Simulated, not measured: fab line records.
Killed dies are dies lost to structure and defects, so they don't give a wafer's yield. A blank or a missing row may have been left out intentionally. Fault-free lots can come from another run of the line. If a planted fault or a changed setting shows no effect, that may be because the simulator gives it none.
A sampling plan put to the test | flow sky130 | each of the 11 faults these records tell of, on one fab line, judged from the records of the lots it struck
The line's own looks make up the plan; these are the steps of the route where a gauge or inspection reads the wafer and leaves it unchanged. A look can be judged if struck wafers have a number there and the file gives its usual mean and standard deviation on fault-free wafers. Caught: 4 or more of those standard deviations (sigma) separate the usual mean from the mean of the struck wafers at a look after the fault's first step. On the tool: here the same test is run on the tool's own readings at the fault's steps. A different recipe on the struck wafers counts as caught too, as does a record blank only for those wafers.

THE FAULTS, as the simulator had put them in
1. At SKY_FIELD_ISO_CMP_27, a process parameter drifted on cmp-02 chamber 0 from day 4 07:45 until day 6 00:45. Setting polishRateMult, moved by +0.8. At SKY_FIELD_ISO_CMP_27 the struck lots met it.
2. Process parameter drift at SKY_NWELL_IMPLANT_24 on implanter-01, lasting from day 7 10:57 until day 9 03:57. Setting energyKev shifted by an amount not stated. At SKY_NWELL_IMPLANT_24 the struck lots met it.
3. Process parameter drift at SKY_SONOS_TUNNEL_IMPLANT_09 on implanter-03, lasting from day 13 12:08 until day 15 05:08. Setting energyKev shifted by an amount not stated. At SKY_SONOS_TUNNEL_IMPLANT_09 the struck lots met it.
4. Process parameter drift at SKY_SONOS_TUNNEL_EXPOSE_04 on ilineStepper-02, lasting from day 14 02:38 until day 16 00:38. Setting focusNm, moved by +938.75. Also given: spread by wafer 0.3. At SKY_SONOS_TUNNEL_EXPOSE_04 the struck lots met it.
5. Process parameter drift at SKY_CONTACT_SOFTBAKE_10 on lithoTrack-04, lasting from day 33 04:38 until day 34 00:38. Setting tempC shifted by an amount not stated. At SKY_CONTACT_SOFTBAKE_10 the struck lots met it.
6. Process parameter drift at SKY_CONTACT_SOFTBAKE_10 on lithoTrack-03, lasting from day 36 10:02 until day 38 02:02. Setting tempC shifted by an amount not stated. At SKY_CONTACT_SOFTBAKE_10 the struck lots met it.
7. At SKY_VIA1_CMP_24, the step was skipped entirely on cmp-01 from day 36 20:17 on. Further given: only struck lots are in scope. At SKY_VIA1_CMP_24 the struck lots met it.
8. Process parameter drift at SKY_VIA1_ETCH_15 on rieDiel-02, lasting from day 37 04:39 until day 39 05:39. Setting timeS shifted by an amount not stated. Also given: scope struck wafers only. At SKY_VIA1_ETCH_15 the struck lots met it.
9. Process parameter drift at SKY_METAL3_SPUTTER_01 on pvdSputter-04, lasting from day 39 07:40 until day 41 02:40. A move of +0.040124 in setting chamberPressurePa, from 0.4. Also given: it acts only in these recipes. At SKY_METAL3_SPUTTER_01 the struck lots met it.
10. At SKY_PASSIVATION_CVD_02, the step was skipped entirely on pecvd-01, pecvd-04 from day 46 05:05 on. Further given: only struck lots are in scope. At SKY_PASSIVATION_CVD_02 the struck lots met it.
11. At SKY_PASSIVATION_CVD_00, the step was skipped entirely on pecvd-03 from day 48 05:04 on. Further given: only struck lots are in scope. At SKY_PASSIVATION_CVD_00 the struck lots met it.

WHAT THE PLAN SAW
fault | on the tool itself                               | first look that catches it                      | reading, sigma | median hours from its first step to that look | hours from the fault's start to the first struck lot there | judged looks passed uncaught
1     | timeToEndpointS -13 sigma                        | no look after it can be judged                  | -              | -                                             | -                                                          | 0
2     | beamEnergyKeV -99 or beyond sigma                | none of the 2 looks that can be judged after it | -              | -                                             | -                                                          | 2
3     | beamEnergyKeV +99 or beyond sigma                | not the one look that can be judged after it    | -              | -                                             | -                                                          | 1
4     | exposureDoseMJCm2 -14 sigma                      | no look after it can be judged                  | -              | -                                             | -                                                          | 0
5     | plateTempC +23 sigma                             | no look after it can be judged                  | -              | -                                             | -                                                          | 0
6     | plateTempC +19 sigma                             | no look after it can be judged                  | -              | -                                             | -                                                          | 0
7     | the tool's record is blank for the struck wafers | no look after it can be judged                  | -              | -                                             | -                                                          | 0
8     | runLengthS +4.5 sigma                            | no look after it can be judged                  | -              | -                                             | -                                                          | 0
9     | chamberPressurePa +47 sigma                      | no look after it can be judged                  | -              | -                                             | -                                                          | 0
10    | the tool's record is blank for the struck wafers | no look after it can be judged                  | -              | -                                             | -                                                          | 0
11    | the tool's record is blank for the struck wafers | no look after it can be judged                  | -              | -                                             | -                                                          | 0
Dash: fault not caught, or number not given in these records.

Caught at a look: 0 of 11. Caught on the tool: 11 of 11. By one or the other: 11 of 11.
On the tool alone, faults 1, 2, 3, 4, 5, 6, 7, 8, 9, 10, 11 were caught.
